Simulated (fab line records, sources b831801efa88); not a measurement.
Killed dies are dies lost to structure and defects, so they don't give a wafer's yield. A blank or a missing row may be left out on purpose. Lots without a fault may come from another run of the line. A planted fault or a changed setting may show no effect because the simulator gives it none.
Which tool did it? | flow sky130 | 12 lots, 36 wafers sampled, at 4 steps of a route of 708

WHAT THE GAUGES READ, wafer by wafer
SKY_VIA2_OVL_MEAS_13.
lot  | measured     | on         | VIA2_OVL (nm)
L351 | day 36 13:30 | overlay-01 | -2 -5 5
L352 | day 36 18:34 | overlay-01 | -2 -3 -9
L355 | day 37 11:52 | overlay-02 | 2 5 -2
L357 | day 38 09:11 | overlay-01 | 4 -9 -3
L358 | day 38 20:56 | overlay-01 | 8 -5 3
L359 | day 38 21:31 | overlay-02 | 7 10 12
L363 | day 40 07:07 | overlay-01 | 10 5 -2
L365 | day 40 22:10 | overlay-02 | -3 7 -5
L370 | day 42 12:39 | overlay-02 | 0 0 2
L374 | day 43 07:08 | overlay-01 | -3 6 -1
L372 | day 43 07:24 | overlay-01 | -1 3 -4
L373 | day 43 11:02 | overlay-02 | 0 5 -1

SKY_VIA2_RS_MEAS_22: measures by four-point-probe.
lot  | measured     | on            | VIA2_W_RS (ohm/sq)
L351 | day 36 14:31 | film_metro-01 | 0.276 0.278 0.277
L352 | day 36 19:35 | film_metro-04 | 0.272 0.273 0.270
L355 | day 37 12:52 | film_metro-01 | 0.272 0.272 0.271
L357 | day 38 10:06 | film_metro-04 | 0.273 0.271 0.273
L358 | day 38 21:53 | film_metro-01 | 0.268 0.271 0.265
L359 | day 38 22:29 | film_metro-02 | 0.270 0.273 0.271
L363 | day 40 08:18 | film_metro-02 | 0.270 0.269 0.274
L365 | day 40 23:06 | film_metro-02 | 0.274 0.276 0.270
L370 | day 42 13:35 | film_metro-01 | 0.275 0.276 0.275
L374 | day 43 08:03 | film_metro-02 | 0.266 0.264 0.269
L372 | day 43 08:20 | film_metro-04 | 0.271 0.269 0.269
L373 | day 43 11:57 | film_metro-04 | 0.276 0.279 0.277

WHICH TOOL RAN EACH LOT (tool, then ch and the chambers of the sampled wafers, then the start)
lot  | SKY_VIA2_DEVELOP_11               | SKY_VIA2_STRIP_16
L351 | litho_track-04 ch 0, day 36 13:00 | plasma_asher-03 ch 0,1, day 36 13:38
L352 | litho_track-01 ch 0, day 36 18:00 | plasma_asher-01 ch 0,1, day 36 18:43
L355 | litho_track-01 ch 0, day 37 11:00 | plasma_asher-03 ch 0,1, day 37 12:01
L357 | litho_track-03 ch 0, day 38 08:00 | plasma_asher-01 ch 0,1, day 38 09:19
L358 | litho_track-03 ch 0, day 38 20:00 | plasma_asher-01 ch 0,1, day 38 21:04
L359 | litho_track-04 ch 0, day 38 21:00 | plasma_asher-01 ch 0,1, day 38 21:40
L363 | litho_track-01 ch 0, day 40 06:00 | plasma_asher-04 ch 0,1, day 40 07:16
L365 | litho_track-01 ch 0, day 40 21:00 | plasma_asher-03 ch 1, day 40 22:19
L370 | litho_track-04 ch 0, day 42 12:00 | plasma_asher-01 ch 0,1, day 42 12:47
L374 | litho_track-03 ch 0, day 43 06:00 | plasma_asher-04 ch 0,1, day 43 07:16
L372 | litho_track-04 ch 0, day 43 07:00 | plasma_asher-03 ch 0,1, day 43 07:32
L373 | litho_track-03 ch 0, day 43 10:00 | plasma_asher-03 ch 0,1, day 43 11:10
- SKY_VIA2_DEVELOP_11: develop time 60 s.
- SKY_VIA2_STRIP_16: strips in O2/N2.

WHAT THE TOOLS THEMSELVES READ (means of the sampled wafers that have a number; where no wafer has one, the mark that the record gives instead)
SKY_VIA2_DEVELOP_11.
lot  | tool           | developer_temp_C (C)
L351 | litho_track-04 | 21.14
L352 | litho_track-01 | 21.05
L355 | litho_track-01 | 21.07
L357 | litho_track-03 | 20.98
L358 | litho_track-03 | 20.91
L359 | litho_track-04 | 20.88
L363 | litho_track-01 | 21.53
L365 | litho_track-01 | 21.63
L370 | litho_track-04 | 20.97
L374 | litho_track-03 | 20.92
L372 | litho_track-04 | 21.08
L373 | litho_track-03 | 21.07

SKY_VIA2_STRIP_16.
lot  | tool            | drypump_motor_current_A (A) | o2_flow_sccm (sccm) | oes_product_au (a.u.) | strip_time_to_endpoint_s (s)
L351 | plasma_asher-03 | 5.3                         | 2998                | 0.399                 | 4.029
L352 | plasma_asher-01 | 5.8                         | 2997                | 0.400                 | 4.051
L355 | plasma_asher-03 | 5.3                         | 3001                | 0.400                 | 4.085
L357 | plasma_asher-01 | 5.8                         | 3002                | 0.399                 | 4.062
L358 | plasma_asher-01 | 5.8                         | 3002                | 0.401                 | 4.069
L359 | plasma_asher-01 | 5.8                         | 2993                | 0.398                 | 4.050
L363 | plasma_asher-04 | 6.2                         | 3009                | 0.399                 | 4.071
L365 | plasma_asher-03 | 5.2                         | 3002                | 0.401                 | 4.075
L370 | plasma_asher-01 | 6.0                         | 2994                | 0.391                 | 4.049
L374 | plasma_asher-04 | 6.2                         | 2992                | 0.398                 | 4.046
L372 | plasma_asher-03 | 5.3                         | 3003                | 0.401                 | 4.038
L373 | plasma_asher-03 | 5.2                         | 2996                | 0.399                 | 4.050

THE ANSWER, worked out from the rows above alone
Rule: what is usual is taken from the lots themselves. Put in order of their means at a reading, lots are off if they are a third of the lots or fewer, leave a main group of 4 or more, and stand apart from it by a gap of 3 or more times the standard deviation of the main group's means; of several such gaps the widest counts. A main group whose means are all the same, to the digits that the tables above print for the reading, isn't used. A lot without any number at a reading at which 4 lots or more have one is off too. The other lots that the step has rows for count as sound. The gauges are gone through in route order, then the tools' own readings, and for those a lot's mean is taken as printed above. The first step at which some lot is off is used, and at that step the reading that is off furthest; a lot without a number counts as furthest.
Off: L363, L365, at SKY_VIA2_DEVELOP_11 (developer_temp_C). The main group: mean 21.01 C, standard deviation 0.082.
A tool fits if, at that step or a process step before it, it ran every lot that is off, and no sound lot after the first of them. One fits: litho_track-01 at SKY_VIA2_DEVELOP_11. Its last sound lot is L355 (day 37 11:00), its first lot that is off L363 (day 40 06:00): a fault that began between those two fits.
The tool's own readings at SKY_VIA2_DEVELOP_11 bear it out: on the lots that are off they differ by more than 5 times the standard deviation of the sound lots' means. developer_temp_C reads 21.58 C there against 21.01 C on the sound lots.

WHAT THE SIMULATOR HAD PUT IN
Process parameter drift: litho_track-01, from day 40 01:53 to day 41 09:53, at SKY_VIA2_DEVELOP_11. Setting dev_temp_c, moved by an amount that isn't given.
Lots struck among those shown: L363, L365. The rule above found the same.
